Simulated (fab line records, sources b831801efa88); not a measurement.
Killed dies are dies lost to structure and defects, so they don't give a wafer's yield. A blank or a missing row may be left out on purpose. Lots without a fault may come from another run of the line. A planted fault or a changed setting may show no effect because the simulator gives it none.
Problem report in the 8D (eight disciplines) form, filled by code | flow sky130 | the parts of the form that need people (team, actions taken, sign-off) are left out

1. THE PROBLEM
VIA1_W_RS at SKY_VIA1_RS_MEAS_22 reads a mean of 0.303 ohm/sq on 4 wafers of 2 lots; wafers without a fault read 0.427 ohm/sq with a standard deviation of 0.0063. That is -20 standard deviations from the usual mean.
The step: measures by four-point-probe.
First seen on wafer L419.2, day 38 23:48, on film_metro-04. The record holds 30 wafers of 10 lots with a number at this step. Rule for "out", or "out of limits": more than 4 standard deviations from the usual mean. The other wafers with a number count as sound.

2. WHAT IT IS AND WHAT IT IS NOT
question                    | is                             | is not
which readings at this step | VIA1_W_RS                      | -
which lots                  | L418, L419                     | L404, L407, L408, L409, L422, L424, L425, L427
which wafers of those lots  | L418.2, L418.4, L419.2, L419.3 | L418.5, L419.4
read on which gauges        | film_metro-01, film_metro-04   | film_metro-02
when                        | from day 38 23:48              | up to then (13 sound wafers); but 13 sound wafers of L418, L422, L424, L425, L427 came after

3. SUSPECTS, AND WHAT RULES EACH OUT
Counting: a tool at a process step up to the reading stays a suspect if it ran every lot that is out. Sound lots after the first of them don't rule it out here, since some wafers of a struck lot are sound.
- the gauge at SKY_VIA1_RS_MEAS_22: ruled out. The wafers that are out were read on 2 gauges (film_metro-01, film_metro-04).
- cvd_w-01 at SKY_VIA1_CVD_21 (deposits W, target thk 270 nm, time 80.902 s): kept. It ran every lot that is out, first L419 (day 38 23:41); its last sound lot up to then is L409 (day 36 12:17).
- Within cvd_w-01 at SKY_VIA1_CVD_21: the wafers that are out ran in chamber 1; their sound lot-mates ran in chamber 0.
Left after counting: cvd_w-01 at SKY_VIA1_CVD_21.

4. THE CAUSE (what the simulator had put in)
Process parameter drift: cvd_w-01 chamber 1, from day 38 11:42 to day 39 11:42, at SKY_VIA1_CVD_21. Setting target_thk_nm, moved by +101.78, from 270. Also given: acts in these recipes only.
Counting left only this tool.

5. THE CHAIN OF EFFECTS, in route order
Each row: a reading whose mean over the struck wafers that have a number lies more than 3 standard deviations from the usual. Only readings for which the record gives a usual standard deviation are gone through. hours: the time from each lot's start at the first step in this table that gives one to its start at this step, as a median over the lots. sigmas: the change in usual standard deviations.
hours | step                 | reading            | usual        | on struck wafers | change | sigmas
0     | SKY_VIA1_RS_MEAS_22  | VIA1_W_RS          | 0.427 ohm/sq | 0.303            | -0.124 | -20
0     | SKY_VIA1_THK_MEAS_23 | VIA1_W_THK         | 277 nm       | 395              | +118   | +24
0     | SKY_VIA1_CMP_24      | time_to_endpoint_s | 64.0 s       | 92.3             | +28.3  | +10
The process steps in it:
- SKY_VIA1_CMP_24: polishes, stops on SiO2, t overpolish 15 s, target thk 0 nm.

6. WHAT WOULD HAVE CAUGHT IT SOONER
In this record the first reading out of limits at a measuring or inspecting step was taken at day 38 23:48, 12 hours after the fault began at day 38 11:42.
Of the tool readings at SKY_VIA1_CVD_21 for which the record gives a usual standard deviation, none was out on any struck wafer, so an alarm limit of 4 standard deviations on them would not have fired.
Of the lots that are out (2), L418 began SKY_VIA1_CVD_21 on cvd_w-01 after day 38 23:48. A hold on the tool at that time would have spared it.
